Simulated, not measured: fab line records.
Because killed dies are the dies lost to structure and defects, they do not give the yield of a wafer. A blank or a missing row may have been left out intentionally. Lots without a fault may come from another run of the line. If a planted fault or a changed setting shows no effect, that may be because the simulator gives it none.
Which tool did it? + flow sky130 + 24 lots with 72 wafers sampled at 5 steps, on a route of 708 steps

== WHAT THE GAUGES SHOWED, per wafer ==
SKY_VT_ADJUST_LVTN_OVL_MEAS_18.
| lot  | measured     | on         | VT_ADJUST_LVTN_01_OVL (nm) |
|------|--------------|------------|----------------------------|
| L074 | day 7 14:02  | overlay-02 | 1.4 3.2 1.8                |
| L075 | day 7 20:02  | overlay-01 | 1.3 0.2 0.5                |
| L076 | day 8 01:11  | overlay-01 | -1.1 0.2 1.0               |
| L077 | day 8 08:48  | overlay-02 | 1.8 2.7 0.3                |
| L078 | day 8 18:41  | overlay-01 | 1.5 1.3 3.8                |
| L079 | day 9 07:29  | overlay-02 | 3.6 2.3 3.6                |
| L080 | day 9 12:53  | overlay-02 | -1.7 -1.7 0.4              |
| L081 | day 9 23:56  | overlay-01 | 5.6 3.0 2.9                |
| L082 | day 10 04:02 | overlay-01 | 1.6 3.3 0.2                |
| L083 | day 10 12:35 | overlay-01 | -1.3 2.0 0.7               |
| L084 | day 10 15:18 | overlay-01 | 1.6 0.2 2.4                |
| L085 | day 11 00:38 | overlay-01 | -1.3 1.1 3.2               |
| L086 | day 11 07:56 | overlay-02 | 1.1 0.6 1.5                |
| L087 | day 11 08:44 | overlay-02 | 0.7 1.3 1.3                |
| L088 | day 11 15:22 | overlay-01 | 2.0 2.1 1.4                |
| L089 | day 11 20:30 | overlay-02 | 1.6 1.0 2.3                |
| L090 | day 12 03:32 | overlay-01 | 1.8 1.0 0.6                |
| L091 | day 12 09:59 | overlay-01 | 0.1 2.1 1.5                |
| L092 | day 12 15:08 | overlay-02 | 3.0 2.9 3.5                |
| L093 | day 13 00:47 | overlay-01 | -0.2 -0.5 0.3              |
| L094 | day 13 13:17 | overlay-02 | 1.3 2.7 2.0                |
| L095 | day 13 14:11 | overlay-02 | 4.3 2.2 1.6                |
| L096 | day 13 17:11 | overlay-02 | 4.8 2.5 2.7                |
| L097 | day 14 05:23 | overlay-01 | -0.6 1.5 1.3               |

SKY_SONOS_TUNNEL_CD_MEAS_07: the cd target is 410 nm.
| lot  | measured     | on        | cd nm (nm)        |
|------|--------------|-----------|-------------------|
| L074 | day 11 04:28 | cd sem-02 | 406.5 408.3 409.2 |
| L075 | day 11 12:47 | cd sem-02 | 409.7 412.1 411.3 |
| L076 | day 11 15:42 | cd sem-01 | 410.8 410.0 410.6 |
| L077 | day 12 02:52 | cd sem-02 | 411.5 411.2 413.0 |
| L078 | day 12 14:26 | cd sem-01 | 414.3 414.5 414.4 |
| L079 | day 13 03:32 | cd sem-01 | 408.0 411.7 407.0 |
| L080 | day 13 08:53 | cd sem-01 | 409.8 409.3 407.6 |
| L081 | day 13 20:41 | cd sem-02 | 413.0 414.4 416.7 |
| L082 | day 14 03:42 | cd sem-02 | 407.5 405.5 404.9 |
| L083 | day 14 14:18 | cd sem-02 | 412.0 413.0 413.7 |
| L084 | day 14 16:49 | cd sem-01 | 410.7 411.7 411.3 |
| L085 | day 15 03:44 | cd sem-02 | 412.1 413.8 412.9 |
| L086 | day 15 10:14 | cd sem-02 | 407.8 408.6 408.9 |
| L087 | day 15 12:05 | cd sem-02 | 412.3 414.1 412.4 |
| L088 | day 15 20:38 | cd sem-01 | 410.1 409.1 408.7 |
| L089 | day 16 02:34 | cd sem-01 | 408.4 408.6 409.4 |
| L090 | day 16 12:12 | cd sem-01 | 408.5 407.2 410.2 |
| L091 | day 16 19:59 | cd sem-02 | 409.9 411.0 410.6 |
| L092 | day 17 01:59 | cd sem-02 | 407.9 407.5 404.7 |
| L093 | day 17 14:02 | cd sem-01 | 413.6 415.0 414.5 |
| L094 | day 18 03:50 | cd sem-02 | 412.5 410.9 409.6 |
| L095 | day 18 05:48 | cd sem-02 | 411.1 408.8 412.7 |
| L096 | day 18 08:51 | cd sem-02 | 409.4 409.1 406.6 |
| L097 | day 18 23:30 | cd sem-02 | 413.0 413.5 414.7 |

SKY_LI_CONTACT_BOW_MEAS_03.
| lot  | measured     | on            | LI_CONTACT_BOW (um) |
|------|--------------|---------------|---------------------|
| L074 | day 27 17:08 | film metro-01 | 62 60 62            |
| L075 | day 28 06:13 | film metro-04 | 59 66 41            |
| L076 | day 28 06:47 | film metro-02 | 51 71 50            |
| L077 | day 28 20:58 | film metro-04 | 43 64 55            |
| L078 | day 29 03:46 | film metro-02 | 56 55 57            |
| L079 | day 29 21:13 | film metro-01 | 55 80 62            |
| L080 | day 29 23:22 | film metro-02 | 53 55 53            |
| L081 | day 31 12:49 | film metro-04 | 51 61 57            |
| L082 | day 31 11:38 | film metro-04 | 60 52 56            |
| L083 | day 31 14:35 | film metro-01 | 58 58 57            |
| L084 | day 31 14:04 | film metro-02 | 52 66 52            |
| L085 | day 31 20:10 | film metro-04 | 53 62 58            |
| L086 | day 32 04:28 | film metro-04 | 56 63 50            |
| L087 | day 32 09:10 | film metro-02 | 56 56 58            |
| L088 | day 32 14:38 | film metro-01 | 56 54 43            |
| L089 | day 32 19:16 | film metro-01 | 71 51 69            |
| L090 | day 32 21:20 | film metro-04 | 75 50 72            |
| L091 | day 33 16:01 | film metro-02 | 48 54 55            |
| L092 | day 33 16:58 | film metro-04 | 60 60 48            |
| L093 | day 34 02:02 | film metro-01 | 60 74 57            |
| L094 | day 34 14:40 | film metro-04 | 59 51 55            |
| L095 | day 34 16:26 | film metro-04 | 59 59 62            |
| L096 | day 34 19:02 | film metro-02 | 63 50 53            |
| L097 | day 35 06:14 | film metro-04 | 57 48 51            |

SKY_CAPM_RS_MEAS_03: a four-point-probe measurement.
| lot  | measured     | on            | CAPM_TIN_RS (ohm/sq) |
|------|--------------|---------------|----------------------|
| L074 | day 36 05:41 | film metro-04 | 7.03 6.89 6.91       |
| L075 | day 36 10:39 | film metro-04 | 6.96 6.95 7.02       |
| L076 | day 36 12:13 | film metro-03 | 7.03 7.01 7.09       |
| L077 | day 37 07:13 | film metro-02 | 7.12 7.17 7.08       |
| L078 | day 37 09:54 | film metro-04 | 6.96 7.03 7.10       |
| L079 | day 38 06:55 | film metro-02 | 6.94 7.03 6.84       |
| L080 | day 38 08:45 | film metro-03 | 7.14 7.04 7.00       |
| L081 | day 39 15:49 | film metro-03 | 7.01 6.93 7.04       |
| L082 | day 39 13:29 | film metro-03 | 7.20 7.18 7.08       |
| L083 | day 39 16:32 | film metro-03 | 7.27 7.21 7.09       |
| L084 | day 39 16:12 | film metro-03 | 6.89 6.96 6.90       |
| L085 | day 39 22:09 | film metro-03 | 6.96 7.21 7.10       |
| L086 | day 40 04:27 | film metro-02 | 7.01 6.98 7.10       |
| L087 | day 40 07:00 | film metro-04 | 7.16 7.08 6.98       |
| L088 | day 40 13:17 | film metro-03 | 6.98 6.82 6.80       |
| L089 | day 40 19:08 | film metro-03 | 7.03 6.93 7.07       |
| L090 | day 40 19:22 | film metro-03 | 7.13 6.95 6.98       |
| L091 | day 41 11:40 | film metro-03 | 7.19 7.16 7.02       |
| L092 | day 41 13:18 | film metro-04 | 7.20 7.11 7.05       |
| L093 | day 41 22:07 | film metro-02 | 7.06 7.03 7.05       |
| L094 | day 42 07:43 | film metro-02 | 7.09 7.05 6.93       |
| L095 | day 42 09:35 | film metro-03 | 6.85 7.01 6.97       |
| L096 | day 42 11:20 | film metro-03 | 7.04 7.05 7.01       |
| L097 | day 42 23:44 | film metro-02 | 7.04 7.04 7.14       |

== EACH LOT AND THE TOOL THAT RAN IT (in order: tool; ch and the chambers of the sampled wafers; start) ==
| lot  | SKY_CONTACT_STRIP_19                 |
|------|--------------------------------------|
| L074 | plasma asher-03 ch 0, day 31 10:37   |
| L075 | plasma asher-02 ch 0,1, day 31 17:46 |
| L076 | plasma asher-02 ch 0,1, day 31 18:22 |
| L077 | plasma asher-03 ch 0,1, day 32 14:51 |
| L078 | plasma asher-02 ch 1, day 32 16:37   |
| L079 | plasma asher-04 ch 0,1, day 33 14:52 |
| L080 | plasma asher-02 ch 1, day 33 16:49   |
| L081 | plasma asher-02 ch 0,1, day 35 00:22 |
| L082 | plasma asher-03 ch 0, day 34 22:07   |
| L083 | plasma asher-03 ch 0,1, day 35 01:52 |
| L084 | plasma asher-03 ch 0,1, day 35 00:55 |
| L085 | plasma asher-03 ch 0,1, day 35 07:10 |
| L086 | plasma asher-03 ch 0,1, day 35 14:37 |
| L087 | plasma asher-02 ch 0,1, day 35 18:16 |
| L088 | plasma asher-03 ch 0,1, day 36 00:07 |
| L089 | plasma asher-04 ch 0,1, day 36 06:19 |
| L090 | plasma asher-02 ch 0,1, day 36 06:58 |
| L091 | plasma asher-03 ch 0,1, day 37 00:13 |
| L092 | plasma asher-04 ch 0,1, day 37 01:28 |
| L093 | plasma asher-04 ch 0,1, day 37 10:55 |
| L094 | plasma asher-03 ch 0,1, day 37 22:25 |
| L095 | plasma asher-04 ch 0,1, day 38 00:07 |
| L096 | plasma asher-02 ch 1, day 38 03:28   |
| L097 | plasma asher-03 ch 0,1, day 38 15:31 |
- SKY_CONTACT_STRIP_19: strips in O2/N2.

== WHAT THE TOOLS THEMSELVES READ (means of the sampled wafers that have a number; where no wafer has one, the mark that the record gives instead) ==
SKY_CONTACT_STRIP_19.
| lot  | tool            | drypump motor current A (A) | oes product au (a.u.) | strip time to endpoint s (s) |
|------|-----------------|-----------------------------|-----------------------|------------------------------|
| L074 | plasma asher-03 | 5.8                         | 0.388                 | 3.61                         |
| L075 | plasma asher-02 | 5.6                         | 0.380                 | 3.63                         |
| L076 | plasma asher-02 | 5.6                         | 0.382                 | 3.63                         |
| L077 | plasma asher-03 | 5.7                         | 0.380                 | 3.59                         |
| L078 | plasma asher-02 | 5.9                         | 0.378                 | 3.65                         |
| L079 | plasma asher-04 | 6.0                         | 0.381                 | 3.67                         |
| L080 | plasma asher-02 | 5.9                         | 0.384                 | 3.65                         |
| L081 | plasma asher-02 | 5.4                         | 0.376                 | 3.63                         |
| L082 | plasma asher-03 | 5.8                         | 0.379                 | 3.57                         |
| L083 | plasma asher-03 | 5.6                         | 0.381                 | 3.62                         |
| L084 | plasma asher-03 | 5.6                         | 0.379                 | 3.55                         |
| L085 | plasma asher-03 | 5.7                         | 0.378                 | 3.54                         |
| L086 | plasma asher-03 | 5.6                         | 0.377                 | 3.63                         |
| L087 | plasma asher-02 | 5.6                         | 0.375                 | 3.51                         |
| L088 | plasma asher-03 | 5.6                         | 0.385                 | 3.60                         |
| L089 | plasma asher-04 | 6.0                         | 0.382                 | 3.66                         |
| L090 | plasma asher-02 | 5.6                         | 0.372                 | 3.56                         |
| L091 | plasma asher-03 | 5.7                         | 0.382                 | 3.65                         |
| L092 | plasma asher-04 | 6.0                         | 0.386                 | 3.64                         |
| L093 | plasma asher-04 | 5.4                         | 0.379                 | 3.63                         |
| L094 | plasma asher-03 | 5.6                         | 0.379                 | 3.66                         |
| L095 | plasma asher-04 | 6.0                         | 0.374                 | 3.55                         |
| L096 | plasma asher-02 | 5.9                         | 0.382                 | 3.64                         |
| L097 | plasma asher-03 | 5.6                         | 0.387                 | 3.68                         |

== THE ANSWER, worked out from the rows above alone ==
Rule: the usual values come from the lots themselves. Put in order of their means at a reading, lots are off if they are a third of the lots or fewer, leave a main group of 4 or more, and stand apart from it by a gap of 3 or more times the standard deviation of the main group's means; of several such gaps the widest counts. A main group whose means are all the same, to the digits that the tables above print for the reading, isn't used. A lot without any number at a reading at which 4 lots or more have one is off too. All remaining lots with rows at the step are treated as sound. The gauges are gone through in route order, then the tools' own readings, and for those a lot's mean is taken as printed above. At the first step where some lot is off, the reading lying furthest off is the one used; lots without a number count as furthest.
Nothing can be told from this: no lot is off at any reading shown.

== WHAT THE SIMULATOR HAD PUT IN ==
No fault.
